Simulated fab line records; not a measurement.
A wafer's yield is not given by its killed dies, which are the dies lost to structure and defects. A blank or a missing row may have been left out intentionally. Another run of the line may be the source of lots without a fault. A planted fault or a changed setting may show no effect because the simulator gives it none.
Struck lot and sound lot, side by side / flow sky130 / 16 steps out of a route of 708
Sound: these wafers, L619.1, L619.4, L619.6. Wafers struck: L626.3, L626.5, L626.6. At the end, the cause is stated.
Order at every step that has rows: each side's tool, ch and its chambers, its first start. Under that, the readings that differ: sound wafers / struck wafers / difference of the means / sigmas: that difference in standard deviations of wafers without a fault.
alike: a reading whose means differ by less than 2 such deviations, as well as words and numbers matching on both sides. not compared: withheld readings; readings where some wafer has no value; bounds like >300 that might hide an equal value; numbers whose values overlap and for which the record gives no deviation.
The two part at a step that has a row with sigmas, a row that says differs or no value, or rows on one side only. Numbers that don't overlap but have no deviation are shown without sigmas and don't part them. A reading missing from all wafers of one side parts the sides only when that side holds two or more wafers.

first, 7 steps without rows for these wafers: SKY_METAL3_HMDS_06 (prime time 60 s); SKY_METAL3_COAT_07 (resist thk 60 nm); SKY_METAL3_COAT_08 (resist thk 1140 nm); SKY_METAL3_SOFTBAKE_09 (time 90 s); SKY_METAL3_EXPOSE_10 (exposes mask MM3, target cd 300 nm); SKY_METAL3_PEB_11; SKY_METAL3_DEVELOP_12 (develop time 60 s).
SKY_METAL3_CD_MEAS_13 targets a cd of 300 nm.
  struck on cdSem-01, day 41 21:27; sound on cdSem-01, day 40 00:47
  alike: cdNm
SKY_METAL3_OVL_MEAS_14:
  struck on overlay-01, day 41 21:32; sound on overlay-01, day 40 00:55
  alike: METAL3_OVL
SKY_METAL3_DESCUM_15: chemistry O2, time 8 s.
  sound on rieMetal-03 ch 0,1, day 40 00:57; struck on rieMetal-01 ch 0,1, day 41 21:35
  alike: drypumpMotorCurrentA, oesProductAu
  not compared: rfHoursCounterH
SKY_METAL3_ETCH_16: etches BARC in N2/H2, stops on SiO2, time 88.2 s, target depth 60 nm.
  sound on rieMetal-03 ch 0,1, day 40 00:59; struck on rieMetal-01 ch 0,1, day 41 21:38
  alike: biasW, chamberPressureMTorr, drypumpMotorCurrentA, oesProductAu, throttleValvePct
  not compared: rfHoursCounterH
SKY_METAL3_ETCH_17: etches SiO2 in C4F8/O2/Ar, stops on TiN, time 3.9 s, target depth 15 nm.
  sound on rieDiel-03 ch 0,1, day 40 01:05; struck on rieDiel-03 ch 1,2,3, day 41 21:42
  alike: biasW, chamberPressureMTorr, oesProductAu
SKY_METAL3_METAL_ETCH_18: etches the open film in Cl2/BCl3, stops on SiO2, target depth 845 nm, time 183.1 s.
  sound on rieMetal-02 ch 0,1, day 40 01:06; struck on rieMetal-03 ch 0,1, day 41 21:47
  no value came back on the struck wafers for any of 5 readings (bcl3FlowSccm (sccm), biasW (W) and others); on the sound wafers bcl3FlowSccm (sccm) reads 29.91 29.92 29.79
reading=model.KrF-thick_of_METAL3_COAT_08.thkNm (nm); sound=531.7 534.5 535.7; struck=1073 1075 1072; difference=+539; sigmas=
reading=model.SiO2_of_VIA2_HDPCVD_00.thkNm (nm); sound=462.9 465.3 465.2; struck=489.7 491.7 488.9; difference=+25.6; sigmas=
  not compared: rfHoursCounterH
SKY_METAL3_STRIP_19: strips in O2/N2.
  sound on plasmaAsher-04 ch 0,1, day 40 01:17; struck on plasmaAsher-02 ch 0,1, day 41 21:56
reading=oesProductAu (a.u.); sound=0.503 0.511 0.503; struck=0.708 0.708 0.713; difference=+0.204; sigmas=+34
reading=stripTimeToEndpointS (s); sound=6.60 6.62 6.62; struck=11.83 11.85 11.82; difference=+5.22; sigmas=+56
  alike: drypumpMotorCurrentA
  not compared: rfHoursCounterH
then, 1 step without rows for these wafers: SKY_METAL3_STRIP_20 (strips in post etch residue remover, time 1200 s).
-- the record jumps here: 7 days lie between the struck wafers' starts before and after (it left off in module METAL3 and takes up again in module PAD_OPEN, whose first step shown is number 708 of the route) --
SKY_PAD_OPEN_PROBE_99:
  record: rows for the struck wafers here (prober-01, day 48 14:11), none for the sound ones

## WHERE THEY PART
First at SKY_METAL3_METAL_ETCH_18; last, within this record, at SKY_PAD_OPEN_PROBE_99.

WHY: what had been put in by the simulator
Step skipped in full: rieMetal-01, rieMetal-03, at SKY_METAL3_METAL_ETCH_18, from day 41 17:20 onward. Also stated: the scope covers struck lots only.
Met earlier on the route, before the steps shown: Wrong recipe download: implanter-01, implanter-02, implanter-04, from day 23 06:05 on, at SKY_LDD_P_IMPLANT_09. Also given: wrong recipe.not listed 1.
